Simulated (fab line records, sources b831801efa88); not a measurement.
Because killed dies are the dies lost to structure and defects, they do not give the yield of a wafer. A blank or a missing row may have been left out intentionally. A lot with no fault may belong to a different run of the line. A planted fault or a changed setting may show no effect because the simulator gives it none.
Which tool was responsible? / flow sky130 / 42 wafers from 14 lots sampled at 3 of the route's 708 steps

== WHAT THE GAUGES READ, wafer by wafer ==
SKY_LDD_P_CD_MEAS_07 targets a cd of 380 nm. Usual: cd nm 379.6 nm, standard deviation 2.6.
lot=L840; measured=day 19 12:16; on=cd sem-01; cd nm (nm)=380.4 381.4 383.2; flag=
lot=L842; measured=day 20 01:17; on=cd sem-01; cd nm (nm)=383.1 383.0 384.2; flag=
lot=L843; measured=day 20 16:25; on=cd sem-01; cd nm (nm)=379.5 376.9 377.5; flag=
lot=L844; measured=day 21 01:05; on=cd sem-01; cd nm (nm)=380.2 383.0 379.3; flag=
lot=L845; measured=day 21 06:20; on=cd sem-01; cd nm (nm)=381.4 380.5 382.4; flag=
lot=L846; measured=day 21 21:08; on=cd sem-01; cd nm (nm)=377.4 378.5 377.0; flag=
lot=L847; measured=day 22 05:09; on=cd sem-01; cd nm (nm)=379.0 380.9 380.3; flag=
lot=L848; measured=day 22 13:26; on=cd sem-01; cd nm (nm)=377.0 378.5 379.6; flag=
lot=L849; measured=day 22 22:55; on=cd sem-01; cd nm (nm)=380.1 381.3 377.1; flag=
lot=L854; measured=day 24 13:26; on=cd sem-01; cd nm (nm)=381.2 383.5 381.6; flag=
lot=L856; measured=day 25 04:36; on=cd sem-02; cd nm (nm)=377.1 378.9 379.9; flag=
lot=L857; measured=day 25 20:44; on=cd sem-02; cd nm (nm)=377.1 379.1 379.0; flag=
lot=L861; measured=day 27 11:08; on=cd sem-01; cd nm (nm)=372.9 376.4 375.1; flag=
lot=L862; measured=day 28 04:58; on=cd sem-01; cd nm (nm)=379.3 378.6 376.4; flag=

SKY_LDD_LDN_OVL_MEAS_07. Usual: for LDD_LDN_OVL the level is 1.2 nm and the standard deviation is 1.3.
lot=L840; measured=day 23 08:56; on=overlay-01; LDD_LDN_OVL (nm)=2.9 1.6 2.1; flag=
lot=L842; measured=day 23 19:32; on=overlay-01; LDD_LDN_OVL (nm)=0.5 1.4 1.0; flag=
lot=L843; measured=day 24 11:02; on=overlay-01; LDD_LDN_OVL (nm)=-0.2 -1.0 0.9; flag=
lot=L844; measured=day 24 19:28; on=overlay-02; LDD_LDN_OVL (nm)=1.7 0.6 -1.4; flag=
lot=L845; measured=day 25 00:02; on=overlay-01; LDD_LDN_OVL (nm)=2.0 2.0 0.7; flag=
lot=L846; measured=day 25 14:11; on=overlay-02; LDD_LDN_OVL (nm)=0.7 0.5 1.0; flag=
lot=L847; measured=day 25 22:39; on=overlay-01; LDD_LDN_OVL (nm)=2.6 2.0 1.6; flag=
lot=L848; measured=day 26 05:56; on=overlay-01; LDD_LDN_OVL (nm)=2.3 1.2 0.5; flag=
lot=L849; measured=day 26 14:26; on=overlay-01; LDD_LDN_OVL (nm)=2.4 0.1 2.2; flag=
lot=L854; measured=day 28 04:02; on=overlay-01; LDD_LDN_OVL (nm)=0.0 1.4 3.0; flag=
lot=L856; measured=day 28 19:20; on=overlay-02; LDD_LDN_OVL (nm)=0.7 1.8 3.8; flag=
lot=L857; measured=day 29 10:47; on=overlay-01; LDD_LDN_OVL (nm)=0.2 -0.4 -1.1; flag=
lot=L861; measured=day 30 21:47; on=overlay-01; LDD_LDN_OVL (nm)=1.8 1.1 1.2; flag=
lot=L862; measured=day 31 17:08; on=overlay-02; LDD_LDN_OVL (nm)=3.4 2.2 3.1; flag=

== TOOL THAT RAN EACH LOT (tool first, then ch and the chambers of the sampled wafers, then the start) ==
lot=L840; SKY_LDD_LDN_PEB_05=litho track-03 ch 0, day 23 08:39
lot=L842; SKY_LDD_LDN_PEB_05=litho track-02 ch 0, day 23 19:14
lot=L843; SKY_LDD_LDN_PEB_05=litho track-02 ch 0, day 24 10:47
lot=L844; SKY_LDD_LDN_PEB_05=litho track-04 ch 0, day 24 19:13
lot=L845; SKY_LDD_LDN_PEB_05=litho track-03 ch 0, day 24 23:44
lot=L846; SKY_LDD_LDN_PEB_05=litho track-03 ch 0, day 25 13:53
lot=L847; SKY_LDD_LDN_PEB_05=litho track-04 ch 0, day 25 22:22
lot=L848; SKY_LDD_LDN_PEB_05=litho track-04 ch 0, day 26 05:38
lot=L849; SKY_LDD_LDN_PEB_05=litho track-02 ch 0, day 26 14:09
lot=L854; SKY_LDD_LDN_PEB_05=litho track-04 ch 0, day 28 03:44
lot=L856; SKY_LDD_LDN_PEB_05=litho track-02, day 28 19:03
lot=L857; SKY_LDD_LDN_PEB_05=litho track-04, day 29 10:29
lot=L861; SKY_LDD_LDN_PEB_05=litho track-02 ch 0, day 30 21:29
lot=L862; SKY_LDD_LDN_PEB_05=litho track-03 ch 0, day 31 16:53
- SKY_LDD_LDN_PEB_05

== AS READ BY THE TOOLS THEMSELVES (means over the sampled wafers that have a number; for cases with no such wafer, the mark the record gives instead) ==
SKY_LDD_LDN_PEB_05. Usual: exhaust pa 45.1 Pa, standard deviation 0.81.
lot=L840; tool=litho track-03; exhaust pa (Pa)=45.3; flag=
lot=L842; tool=litho track-02; exhaust pa (Pa)=44.6; flag=
lot=L843; tool=litho track-02; exhaust pa (Pa)=44.6; flag=
lot=L844; tool=litho track-04; exhaust pa (Pa)=45.2; flag=
lot=L845; tool=litho track-03; exhaust pa (Pa)=45.7; flag=
lot=L846; tool=litho track-03; exhaust pa (Pa)=45.9; flag=
lot=L847; tool=litho track-04; exhaust pa (Pa)=45.0; flag=
lot=L848; tool=litho track-04; exhaust pa (Pa)=46.6; flag=
lot=L849; tool=litho track-02; exhaust pa (Pa)=44.5; flag=
lot=L854; tool=litho track-04; exhaust pa (Pa)=44.6; flag=
lot=L856; tool=litho track-02; exhaust pa (Pa)=-; flag=OFF
lot=L857; tool=litho track-04; exhaust pa (Pa)=-; flag=OFF
lot=L861; tool=litho track-02; exhaust pa (Pa)=44.7; flag=
lot=L862; tool=litho track-03; exhaust pa (Pa)=45.8; flag=

== THE ANSWER, worked out from the rows above alone ==
Rule: a lot is off if the mean of its wafers that have a number lies more than 3 standard deviations from the usual mean. Also off: a lot with no number at a reading for which 4 or more lots have one. Any other lot the step has rows for is counted as sound. After the gauges, taken in route order, come the tools' own readings; for these a lot's mean is taken, as printed above. At the first step where some lot is off, the reading lying furthest off is the one used; lots without a number count as furthest.
Off: L856, L857 (SKY_LDD_LDN_PEB_05, exhaust pa). Without a number there: L856, L857.
A tool fits if, at that step or a process step before it, it ran every lot that is off, and no sound lot after the first of them. Not one of the candidates tried fits.

== WHAT THE SIMULATOR HAD PUT IN ==
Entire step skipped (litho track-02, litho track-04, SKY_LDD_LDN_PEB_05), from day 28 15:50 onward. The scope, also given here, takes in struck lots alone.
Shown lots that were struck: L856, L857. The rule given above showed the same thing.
